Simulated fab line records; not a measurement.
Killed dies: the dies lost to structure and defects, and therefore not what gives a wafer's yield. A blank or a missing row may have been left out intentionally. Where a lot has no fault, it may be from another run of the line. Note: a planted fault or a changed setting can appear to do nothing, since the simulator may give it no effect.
Code-filled problem report in 8D (eight disciplines) form :: flow sky130 :: the parts of the form that need people (team, actions taken, sign-off) are left out

1. WHAT IS WRONG
CONTACT_HDPCVD_THK at SKY_CONTACT_THK_MEAS_03 reads a mean of 525 nm on 1 wafer of 1 lot; wafers without a fault read 564 nm with a standard deviation of 7.8. Relative to the usual mean, that is a shift of -5.0 standard deviations.
The first sign was on wafer L801.2 at day 36 18:47, on filmMetro-04. Wafers with a number at this step in the record: 36, from 12 lots. Rule for "out", or "out of limits": more than 4 standard deviations from the usual mean. The other wafers with a number count as sound.

2. WHAT IT IS AND WHAT IT IS NOT
question: which readings at this step
is: CONTACT_HDPCVD_THK
is not: -

question: which lots
is: L801
is not: L783, L785, L787, L790, L792, L793, L794, L795, L797, L798, L804

question: which wafers of those lots
is: L801.2
is not: L801.1, L801.6

question: read on which gauges
is: filmMetro-04
is not: filmMetro-01, filmMetro-02

question: when
is: from day 36 18:47
is not: up to then (32 sound wafers); but 3 sound wafers of L804 came after

3. WHAT RULES OUT EACH SUSPECT
Counting: a tool at a process step up to the reading stays a suspect if it ran every lot that is out. Sound lots after the first of them don't rule it out here, since some wafers of a struck lot are sound.
- ruled out: the gauge at SKY_CONTACT_THK_MEAS_03. All the wafers that are out were read on filmMetro-04, but those of them that SKY_CONTACT_HDPCVD_02 has rows for are out there too, on other tools.
- hdpcvd-01 at SKY_CONTACT_HDPCVD_02 (deposits SiO2, target thk 565 nm, time 94.2 s): kept. It processed L801, the lot that is out, at day 36 18:43, and its most recent sound lot before then was L797 at day 35 07:26. Its own runLengthS readings are out on those wafers.
Remaining after the count: hdpcvd-01 at SKY_CONTACT_HDPCVD_02.

4. THE CAUSE (what the simulator had put in)
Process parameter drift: hdpcvd-01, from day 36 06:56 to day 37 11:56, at SKY_CONTACT_HDPCVD_02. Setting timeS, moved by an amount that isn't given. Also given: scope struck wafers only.
After counting, this tool was the only one left.

5. THE CHAIN OF EFFECTS, in route order
Rows list readings where the struck wafers' mean (over those with a number) sits beyond 3 standard deviations from the usual. Only readings for which the record gives a usual standard deviation are gone through. hours: the time from each lot's start at the first step in this table that gives one to its start at this step, as a median over the lots. sigmas: the change in usual standard deviations.
hours: 0
step: SKY_CONTACT_HDPCVD_02
reading: runLengthS
usual: 121.9 s
on struck wafers: 117.9
change: -4.0
sigmas: -9.5

hours: 0
step: SKY_CONTACT_THK_MEAS_03
reading: CONTACT_HDPCVD_THK
usual: 564 nm
on struck wafers: 525
change: -39
sigmas: -5.0

hours: 0
step: SKY_CONTACT_CMP_04
reading: timeToEndpointS
usual: 83 s
on struck wafers: 65
change: -18
sigmas: -3.8
The process steps in it:
- SKY_CONTACT_HDPCVD_02: deposits SiO2, target thk 565 nm, time 94.2 s.
- SKY_CONTACT_CMP_04: polishes SiO2.
Later measuring or inspecting steps at which every struck wafer that the step has a row for has a number for every such reading, and none has moved that far: SKY_METAL1_RS_MEAS_05.

6. HOW IT WOULD HAVE BEEN CAUGHT EARLIER
Counted from the fault's start at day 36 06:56, it took 12 hours until the first out-of-limits reading at a measuring or inspecting step in this record, taken at day 36 18:47.
Tool's own readings at SKY_CONTACT_HDPCVD_02, runLengthS: out on all struck wafers the step has rows for; an alarm limit on them would have tripped on the first.
By day 36 18:47 the whole set of lots that are out, 1 in number, had already begun SKY_CONTACT_HDPCVD_02 on hdpcvd-01. A hold on the tool at that time would have spared none of them.
